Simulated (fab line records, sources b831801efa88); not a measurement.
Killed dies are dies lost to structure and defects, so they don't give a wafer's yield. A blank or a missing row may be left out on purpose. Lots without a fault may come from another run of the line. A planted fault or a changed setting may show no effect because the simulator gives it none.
A struck lot beside a sound one | flow gf180mcu | 16 steps out of a route of 602
Sound: wafers L801.1, L801.5, L801.6. Struck: wafers L806.4, L806.5, L806.6. The cause comes at the end.
At each step with rows: each side's tool, then ch and its chambers, then its first start. Under that, the readings that differ: sound wafers | struck wafers | difference of the means | sigmas: that difference in standard deviations of wafers without a fault.
alike: readings whose means differ by less than 2 such deviations, and words and numbers that are the same on both sides. not compared: withheld readings, readings that some wafer has no value for, bounds like >300 that may hide the same value, and numbers for which the record gives no deviation and whose values overlap.
The two part at a step that has a row with sigmas, a row that says differs or no value, or rows on one side only. Numbers that don't overlap but have no deviation are shown without sigmas and don't part them. A reading that every wafer of one side lacks parts them only if that side has two wafers or more.

first, 6 steps without rows for these wafers: GF_PSD_HMDS_01 (prime time 60 s); GF_PSD_COAT_02 (resist thk 1000 nm); GF_PSD_SOFTBAKE_03 (time 60 s); GF_PSD_EXPOSE_04 (exposes mask Pplus, target cd 400 nm); GF_PSD_PEB_05; GF_PSD_DEVELOP_06 (develop time 60 s).
GF_PSD_CD_MEAS_07: target cd 400 nm.
  sound on cd_sem-01, day 15 10:20; struck on cd_sem-01, day 17 11:00
  alike: cd_nm
GF_PSD_OVL_MEAS_08:
  sound on overlay-01, day 15 10:28; struck on overlay-01, day 17 11:05
  alike: PSD_OVL
then, 1 step without rows for these wafers: GF_PSD_IMPLANT_09.
GF_PSD_STRIP_10: strips in O2/N2.
  sound on plasma_asher-02 ch 0,1, day 15 10:39; struck on plasma_asher-04 ch 0,1, day 17 11:17
  reading                      | sound             | struck            | difference | sigmas
  strip_time_to_endpoint_s (s) | 16.50 16.53 16.50 | 16.55 16.60 16.61 | +0.08      | +2
  alike: drypump_motor_current_A, heater_power_w, n2_flow_sccm, oes_product_au
  not compared: rf_hours_counter_h
GF_PSD_TW_MEAS_11:
  sound on film_metro-03, day 15 10:45; struck on film_metro-01, day 17 11:23
  alike: PSD_TW
then, 1 step without rows for these wafers: GF_PSD_CLEAN_12 (cleans in SC1/SC2, time 150 s).
GF_PSD_RTA_13: time 20 s.
  sound on rtp_anneal-01 ch 0, day 15 10:52; struck on rtp_anneal-01 ch 0, day 17 11:30
  reading            | sound                | struck               | difference | sigmas
  lamp_power_pct (%) | 37.5 37.5 37.5       | 35.0 35.0 35.0       | -2.5       | -3
  wafer_temp_C_max   | 1029.5 1029.9 1031.2 | 1005.3 1005.8 1005.2 | -24.8      | -25
GF_PSD_RS_MEAS_14: measures by four-point-probe.
  sound on film_metro-04, day 15 10:56; struck on film_metro-03, day 17 11:53
  reading         | sound             | struck            | difference | sigmas
  NSD_RS (ohm/sq) | 46.24 46.10 46.10 | 49.41 49.33 49.41 | +3.24      | +34
  not compared: hold
GF_PSD_RS_MEAS_15: measures by four-point-probe.
  sound on film_metro-04, day 15 11:04; struck on film_metro-03, day 17 14:15
  reading         | sound             | struck            | difference | sigmas
  PSD_RS (ohm/sq) | 108.2 108.4 108.4 | 125.5 125.1 125.5 | +17.0      | +53
  not compared: hold
GF_PASSIVATION_PROBE_99:
  the record has rows for the sound wafers here (prober-01, day 30 02:56) and none for the struck ones

WHERE THEY PART
First at GF_PSD_STRIP_10; last, within this record, at GF_PASSIVATION_PROBE_99.

WHY: what the simulator had put in
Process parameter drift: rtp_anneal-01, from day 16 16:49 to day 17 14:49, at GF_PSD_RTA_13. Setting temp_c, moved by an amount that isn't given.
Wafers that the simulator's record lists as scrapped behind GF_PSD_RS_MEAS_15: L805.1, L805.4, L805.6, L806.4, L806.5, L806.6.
